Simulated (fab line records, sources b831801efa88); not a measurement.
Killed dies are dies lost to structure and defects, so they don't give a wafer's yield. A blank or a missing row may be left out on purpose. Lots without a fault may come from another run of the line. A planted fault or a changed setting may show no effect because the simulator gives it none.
Chamber matching | flow sfq_line | SFQ_TRILAYER_A5B_DEP_PECVD_129 on pecvd-03: 3 sister chambers
The step deposits SiO2 from SiH4/N2O, time 133.33 s, target thk 600 nm. 3 wafers are shown with their chamber, then 8 later ones without.

WAFERS WITH THEIR CHAMBER
wafer  | chamber | throttle_valve_pct (%)
L783.4 | 2       | 24.5
L783.6 | 1       | 22.7
L786.2 | 0       | 25.6

WAFERS WITHOUT THEIR CHAMBER
wafer  | throttle_valve_pct (%)
L786.3 | 24.6
L786.4 | 25.5
L787.1 | 24.6
L787.4 | 22.9
L787.6 | 24.7
L790.1 | 22.6
L790.5 | 25.7
L790.6 | 24.4

WHICH CHAMBER EACH WENT THROUGH
wafer  | from the rows above | in truth
L786.3 | 2                   | 2
L786.4 | 0                   | 0
L787.1 | 2                   | 2
L787.4 | 1                   | 1
L787.6 | 2                   | 2
L790.1 | 1                   | 1
L790.5 | 0                   | 0
L790.6 | 2                   | 2
Placed correctly: 8 of 8. Can't be placed from these rows: 0. Placed wrongly: 0.
How it was worked out, from the rows above alone: a wafer's distance from a chamber is the root of the sum, over the readings, of the square of ((its reading less the chamber's mean) divided by the reading's scatter). The wafer belongs to the nearest chamber; if the next one is less than 2 further off, it can't be placed. A chamber's mean is the mean of its shown wafers. The scatter: with one shown wafer a chamber, the root of the mean of the squares of how far each hidden wafer lies from its nearest shown one.
